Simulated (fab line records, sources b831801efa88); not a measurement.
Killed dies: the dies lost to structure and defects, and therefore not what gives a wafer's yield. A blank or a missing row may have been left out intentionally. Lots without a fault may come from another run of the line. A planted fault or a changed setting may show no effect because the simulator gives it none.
A single fault, viewed from 2 desks + flow sky130 + each desk holds nothing but its own numbers, with what lay behind them at the end

## METROLOGY DESK
Lot by lot, what the gauges showed, no matter which tool ran the lot: averages of those sampled wafers that carry a number. Marked OUT: a lot whose mean sits more than 4 standard deviations from the usual mean, which makes it out of limits; the brackets give that distance.
Columns: A = FIELD_ISO_CVD_03_THK at SKY_FIELD_ISO_THK_MEAS_04, usual 165.5 nm; B = cd-nm at SKY_FIELD_ISO_CD_MEAS_13, usual 150.0 nm; C = NWELL_00_OVL at SKY_NWELL_OVL_MEAS_10, usual 0.1 nm
| lot  | first seen here | A     | B     | C    |
|------|-----------------|-------|-------|------|
| L834 | day 2 02:07     | 163.1 | 149.0 | -0.8 |
| L835 | day 2 07:10     | 166.6 | 149.0 | 1.4  |
| L836 | day 2 13:01     | 168.0 | 148.9 | -0.8 |
| L837 | day 2 16:10     | 168.7 | 151.7 | 1.5  |
| L839 | day 3 05:15     | 167.1 | 152.0 | 0.7  |
| L840 | day 3 09:17     | 166.3 | 147.1 | 1.6  |
| L841 | day 3 11:04     | 166.6 | 148.7 | 0.3  |
| L844 | day 4 02:16     | 164.6 | 149.3 | -2.6 |
| L845 | day 4 09:17     | 163.4 | 150.1 | -0.0 |
| L847 | day 4 17:28     | 166.0 | 148.2 | -1.7 |
| L848 | day 4 23:49     | 168.0 | 152.9 | 1.6  |
| L849 | day 5 03:18     | 163.3 | 149.4 | -0.5 |
| L850 | day 5 07:30     | 164.3 | 149.0 | -0.2 |
| L854 | day 6 04:40     | 164.3 | 149.9 | 1.2  |
Result from this desk: across the 14 lots, nothing is out of limits.

## TOOL OWNER'S DESK, rie-si-01
The tool's own readings at SKY_FIELD_ISO_ETCH_17 (etches Si in HBr/Cl2/O2, target depth 342 nm, time 97.7 s): means of the sampled wafers that have a number, for each lot that ran on this tool. Marked OUT: a lot whose mean sits more than 4 standard deviations from the usual mean, which makes it out of limits; the brackets give that distance.
Columns: A = drypump-motor-current-A at SKY_FIELD_ISO_ETCH_17, usual 5.7 A; B = oes-product-au at SKY_FIELD_ISO_ETCH_17, usual 0.997 a.u.; C = run-length-s at SKY_FIELD_ISO_ETCH_17, usual 126.3 s; D = throttle-valve-pct at SKY_FIELD_ISO_ETCH_17, usual 25.659 %
| lot  | first seen here | A   | B     | C                | D      |
|------|-----------------|-----|-------|------------------|--------|
| L834 | day 2 17:52     | 5.4 | 1.008 | 126.1            | 25.656 |
| L836 | day 3 05:31     | 5.4 | 0.993 | 126.6            | 25.664 |
| L837 | day 3 08:55     | 5.3 | 1.003 | 126.2            | 25.645 |
| L839 | day 3 21:23     | 5.4 | 0.999 | 126.4            | 25.657 |
| L841 | day 4 04:01     | 5.2 | 0.997 | 125.9            | 25.670 |
| L844 | day 4 19:43     | 5.5 | 0.993 | 126.3            | 25.663 |
| L845 | day 5 02:17     | 5.4 | 0.991 | 126.1            | 25.660 |
| L848 | day 5 18:49     | 5.4 | 0.993 | 126.3            | 25.668 |
| L850 | day 6 02:07     | 5.4 | 0.997 | 123.8 (-4.1) OUT | 25.662 |
| L854 | day 7 00:19     | 5.5 | 0.990 | 124.1            | 25.666 |
This desk's verdict: out of limits on L850, starting with L850 at day 6 02:07 (run-length-s at SKY_FIELD_ISO_ETCH_17). L834, L836, L837, L839, L841, L844, L845, L848, L854: within limits.

## PUT TOGETHER
An alarm could have come from the tool owner's desk at day 6 02:07, on L850.
The metrology desk saw nothing out of limits.
The metrology desk holds a record of L850, inside its limits.
On rie-si-01, each named lot ran SKY_FIELD_ISO_ETCH_17.

## WHAT THE SIMULATOR HAD INSERTED
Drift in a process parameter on rie-si-01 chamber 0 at SKY_FIELD_ISO_ETCH_17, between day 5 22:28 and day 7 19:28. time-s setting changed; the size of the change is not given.
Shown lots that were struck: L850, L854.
Time in hours from fault onset to the first out-of-limits reading at each desk: the tool owner's desk, 4.
